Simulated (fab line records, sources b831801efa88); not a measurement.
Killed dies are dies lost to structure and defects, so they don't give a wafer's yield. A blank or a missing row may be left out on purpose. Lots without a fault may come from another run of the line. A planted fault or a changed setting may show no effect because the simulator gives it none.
Which tool did it? | flow sky130 | 12 lots, 36 wafers sampled, at 2 steps of a route of 708

WHAT THE GAUGES READ, wafer by wafer
SKY_LDD_LDN_TW_MEAS_13. Usual: LDD_LDN_TW 1491, standard deviation 8.2.
lot  | measured     | on            | LDD_LDN_TW     | flag
L241 | day 22 21:58 | film_metro-03 | 1490 1489 1487 |
L242 | day 23 16:19 | film_metro-01 | 1502 1496 1495 |
L244 | day 24 03:06 | film_metro-03 | 1498 1488 1485 |
L246 | day 24 21:11 | film_metro-01 | 1494 1499 1493 |
L247 | day 25 05:47 | film_metro-03 | 1491 1491 1487 |
L249 | day 25 19:22 | film_metro-04 | 1475 1467 1474 |
L256 | day 28 15:33 | film_metro-03 | 1429 1424 1423 | OFF
L257 | day 28 21:44 | film_metro-04 | 1431 1430 1426 | OFF
L258 | day 29 01:06 | film_metro-03 | 1431 1435 1425 | OFF
L261 | day 30 01:05 | film_metro-03 | 1494 1493 1481 |
L262 | day 30 06:53 | film_metro-03 | 1489 1493 1492 |
L263 | day 30 10:56 | film_metro-04 | 1493 1487 1492 |

WHICH TOOL RAN EACH LOT (tool, then ch and the chambers of the sampled wafers, then the start)
lot  | SKY_LDD_LDN_IMPLANT_11
L241 | implanter-01 ch 0, day 22 21:44
L242 | implanter-03 ch 0, day 23 16:05
L244 | implanter-04 ch 0, day 24 02:52
L246 | implanter-01 ch 0, day 24 20:56
L247 | implanter-01 ch 0, day 25 05:32
L249 | implanter-03 ch 0, day 25 19:07
L256 | implanter-01 ch 0, day 28 15:19
L257 | implanter-01 ch 0, day 28 21:29
L258 | implanter-01 ch 0, day 29 00:52
L261 | implanter-04 ch 0, day 30 00:50
L262 | implanter-04 ch 0, day 30 06:38
L263 | implanter-03 ch 0, day 30 10:41
- SKY_LDD_LDN_IMPLANT_11

WHAT THE TOOLS THEMSELVES READ (means of the sampled wafers that have a number; where no wafer has one, the mark that the record gives instead)
SKY_LDD_LDN_IMPLANT_11. Usual: beam_on_s 10.00 s, standard deviation 0.2; dose_ions_cm2 1.2501e+13, standard deviation 1.4e+10; faraday_current_uA 70.5, standard deviation 1.4.
lot  | tool         | beam_on_s (s) | dose_ions_cm2 | faraday_current_uA | flag
L241 | implanter-01 | 10.01         | 1.2503e+13    | 70.4               |
L242 | implanter-03 | 9.96          | 1.2501e+13    | 70.8               |
L244 | implanter-04 | 10.16         | 1.2517e+13    | 69.4               |
L246 | implanter-01 | 9.92          | 1.2477e+13    | 71.0               |
L247 | implanter-01 | 9.99          | 1.2490e+13    | 70.6               |
L249 | implanter-03 | 10.03         | 1.2512e+13    | 70.2               |
L256 | implanter-01 | 9.97          | 6.0190e+12    | 33.9               | OFF
L257 | implanter-01 | 9.95          | 5.9940e+12    | 34.0               | OFF
L258 | implanter-01 | 9.98          | 6.0250e+12    | 33.9               | OFF
L261 | implanter-04 | 9.84          | 1.2517e+13    | 71.5               |
L262 | implanter-04 | 9.95          | 1.2502e+13    | 70.8               |
L263 | implanter-03 | 10.16         | 1.2489e+13    | 69.3               |

THE ANSWER, worked out from the rows above alone
Rule: a lot is off if the mean of its wafers that have a number lies more than 3 standard deviations from the usual mean. A lot without any number at a reading at which 4 lots or more have one is off too. The other lots that the step has rows for count as sound. The gauges are gone through in route order, then the tools' own readings, and for those a lot's mean is taken as printed above. The first step at which some lot is off is used, and at that step the reading that is off furthest; a lot without a number counts as furthest.
Off: L256, L257, L258, at SKY_LDD_LDN_TW_MEAS_13 (LDD_LDN_TW).
A tool fits if, at a process step before that reading, it ran every lot that is off, and no sound lot after the first of them. The gauges at SKY_LDD_LDN_TW_MEAS_13 aren't tried: what is off there is off at SKY_LDD_LDN_IMPLANT_11 too, on other tools, and a gauge's error can't cause that. One fits: implanter-01 at SKY_LDD_LDN_IMPLANT_11. Its last sound lot is L247 (day 25 05:32), its first lot that is off L256 (day 28 15:19): a fault that began between those two fits.
The tool's own readings at SKY_LDD_LDN_IMPLANT_11 bear it out: on the lots that are off they differ by more than 5 times the standard deviation of the sound lots' means. dose_ions_cm2 reads 6.0127e+12 there against 1.2501e+13 on the sound lots; faraday_current_uA reads 33.9 there against 70.4 on the sound lots.

WHAT THE SIMULATOR HAD PUT IN
Process parameter drift: implanter-01, from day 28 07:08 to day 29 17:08, at SKY_LDD_LDN_IMPLANT_11. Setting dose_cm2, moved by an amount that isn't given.
Lots struck among those shown: L256, L257, L258. The rule above found the same.
